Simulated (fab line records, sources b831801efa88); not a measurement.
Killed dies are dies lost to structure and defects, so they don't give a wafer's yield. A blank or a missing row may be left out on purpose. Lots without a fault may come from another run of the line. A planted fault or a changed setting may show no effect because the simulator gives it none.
Which tool did it? | flow sky130 | 13 lots, 39 wafers sampled, at 4 steps of a route of 708

WHAT THE GAUGES READ, wafer by wafer
SKY_POLY_CUT_OVL_MEAS_09.
lot  | measured     | on         | POLY_CUT_OVL (nm)
L171 | day 23 23:25 | overlay-02 | 8 10 2
L172 | day 24 15:40 | overlay-01 | -3 -1 -4
L174 | day 25 10:05 | overlay-02 | 2 -2 -5
L177 | day 26 09:29 | overlay-01 | 6 4 5
L176 | day 26 16:20 | overlay-01 | -1 2 -15
L178 | day 27 01:14 | overlay-01 | 6 3 0
L179 | day 27 05:59 | overlay-01 | -2 -7 0
L180 | day 27 16:23 | overlay-01 | 2 1 2
L185 | day 29 08:35 | overlay-01 | 4 1 7
L186 | day 29 13:26 | overlay-01 | -3 -2 4
L191 | day 31 12:37 | overlay-02 | -6 -2 -11
L192 | day 31 15:17 | overlay-01 | -9 6 1
L194 | day 31 23:56 | overlay-01 | 0 13 -2

SKY_RES_XHIGH_TW_MEAS_09.
lot  | measured     | on            | RES_XHIGH_TW
L171 | day 26 10:00 | film_metro-02 | 1645 1642 1650
L172 | day 27 01:43 | film_metro-02 | 1650 1645 1655
L174 | day 27 21:43 | film_metro-01 | 1636 1646 1635
L177 | day 28 18:59 | film_metro-04 | 1633 1636 1639
L176 | day 29 03:01 | film_metro-04 | 1626 1611 1616
L178 | day 29 09:58 | film_metro-04 | 1628 1618 1623
L179 | day 29 15:49 | film_metro-04 | 1619 1611 1611
L180 | day 30 01:25 | film_metro-04 | 1638 1626 1641
L185 | day 31 16:56 | film_metro-01 | 1634 1627 1631
L186 | day 31 22:07 | film_metro-02 | 1651 1654 1653
L191 | day 33 18:33 | film_metro-04 | 1634 1632 1635
L192 | day 33 20:25 | film_metro-01 | 1634 1634 1633
L194 | day 34 05:27 | film_metro-04 | 1642 1636 1636

WHICH TOOL RAN EACH LOT (tool, then ch and the chambers of the sampled wafers, then the start)
lot  | SKY_POLY_CUT_ETCH_11               | SKY_RES_XHIGH_STRIP_08
L171 | rie_diel-02 ch 1,2,3, day 23 23:29 | plasma_asher-03 ch 0,1, day 26 09:53
L172 | rie_diel-02 ch 2,3, day 24 15:44   | plasma_asher-04 ch 0,1, day 27 01:37
L174 | rie_diel-03 ch 0,3, day 25 10:10   | plasma_asher-01 ch 0,1, day 27 21:37
L177 | rie_diel-02 ch 0,1, day 26 09:34   | plasma_asher-03 ch 0,1, day 28 18:53
L176 | rie_diel-04 ch 0,1,2, day 26 16:25 | plasma_asher-03 ch 0,1, day 29 02:55
L178 | rie_diel-03 ch 0,1,2, day 27 01:19 | plasma_asher-03 ch 0,1, day 29 09:52
L179 | rie_diel-02 ch 0,2,3, day 27 06:04 | plasma_asher-04 ch 0,1, day 29 15:43
L180 | rie_diel-03 ch 1,3, day 27 16:28   | plasma_asher-03 ch 0,1, day 30 01:19
L185 | rie_diel-02 ch 0,1,3, day 29 08:40 | plasma_asher-03 ch 0,1, day 31 16:50
L186 | rie_diel-04 ch 1,3, day 29 13:31   | plasma_asher-03 ch 0, day 31 22:01
L191 | rie_diel-02 ch 2,3, day 31 12:41   | plasma_asher-03 ch 0,1, day 33 18:26
L192 | rie_diel-04 ch 1,2,3, day 31 15:22 | plasma_asher-01 ch 0,1, day 33 20:19
L194 | rie_diel-02 ch 0,1,3, day 32 00:01 | plasma_asher-04 ch 0,1, day 34 05:20
- SKY_POLY_CUT_ETCH_11: etches Si3N4 in CF4/CH2F2/Ar, stops on poly-Si, time 42.5 s, target depth 60 nm.
- SKY_RES_XHIGH_STRIP_08: strips in O2/N2.

WHAT THE TOOLS THEMSELVES READ (means of the sampled wafers that have a number; where no wafer has one, the mark that the record gives instead)
SKY_POLY_CUT_ETCH_11.
lot  | tool        | drypump_motor_current_A (A) | oes_product_au (a.u.) | throttle_valve_pct (%)
L171 | rie_diel-02 | 5.5                         | 0.832                 | 15.005
L172 | rie_diel-02 | 5.4                         | 0.834                 | 14.994
L174 | rie_diel-03 | 5.6                         | 0.832                 | 15.002
L177 | rie_diel-02 | 5.9                         | 0.823                 | 14.994
L176 | rie_diel-04 | 5.5                         | 0.827                 | 14.992
L178 | rie_diel-03 | 5.7                         | 0.838                 | 14.985
L179 | rie_diel-02 | 5.5                         | 0.821                 | 14.992
L180 | rie_diel-03 | 5.2                         | 0.834                 | 14.991
L185 | rie_diel-02 | 5.6                         | 0.828                 | 14.993
L186 | rie_diel-04 | 5.7                         | 0.834                 | 14.997
L191 | rie_diel-02 | 5.2                         | 0.831                 | 14.987
L192 | rie_diel-04 | 5.6                         | 0.837                 | 14.993
L194 | rie_diel-02 | 5.6                         | 0.830                 | 14.999

SKY_RES_XHIGH_STRIP_08.
lot  | tool            | drypump_motor_current_A (A) | oes_product_au (a.u.) | strip_time_to_endpoint_s (s)
L171 | plasma_asher-03 | 6.0                         | 0.709                 | 14.26
L172 | plasma_asher-04 | 5.4                         | 0.709                 | 14.30
L174 | plasma_asher-01 | 5.0                         | 0.710                 | 14.31
L177 | plasma_asher-03 | 6.0                         | 0.709                 | 14.26
L176 | plasma_asher-03 | 6.0                         | 0.710                 | 14.24
L178 | plasma_asher-03 | 6.0                         | 0.716                 | 14.31
L179 | plasma_asher-04 | 5.8                         | 0.952                 | -
L180 | plasma_asher-03 | 6.0                         | 0.711                 | 14.32
L185 | plasma_asher-03 | 6.0                         | 0.712                 | 14.27
L186 | plasma_asher-03 | 6.0                         | 0.712                 | 14.31
L191 | plasma_asher-03 | 6.0                         | 0.704                 | 14.31
L192 | plasma_asher-01 | 4.9                         | 0.709                 | 14.27
L194 | plasma_asher-04 | 5.4                         | 0.715                 | 14.24

THE ANSWER, worked out from the rows above alone
Rule: what is usual is taken from the lots themselves. Put in order of their means at a reading, lots are off if they are a third of the lots or fewer, leave a main group of 4 or more, and stand apart from it by a gap of 3 or more times the standard deviation of the main group's means; of several such gaps the widest counts. A main group whose means are all the same, to the digits that the tables above print for the reading, isn't used. A lot without any number at a reading at which 4 lots or more have one is off too. The other lots that the step has rows for count as sound. The gauges are gone through in route order, then the tools' own readings, and for those a lot's mean is taken as printed above. The first step at which some lot is off is used, and at that step the reading that is off furthest; a lot without a number counts as furthest.
Off: L179, at SKY_RES_XHIGH_STRIP_08 (strip_time_to_endpoint_s). Without a number there: L179. The main group: mean 14.28 s, standard deviation 0.028.
A tool fits if, at that step or a process step before it, it ran every lot that is off, and no sound lot after the first of them. None of those tried fits.

WHAT THE SIMULATOR HAD PUT IN
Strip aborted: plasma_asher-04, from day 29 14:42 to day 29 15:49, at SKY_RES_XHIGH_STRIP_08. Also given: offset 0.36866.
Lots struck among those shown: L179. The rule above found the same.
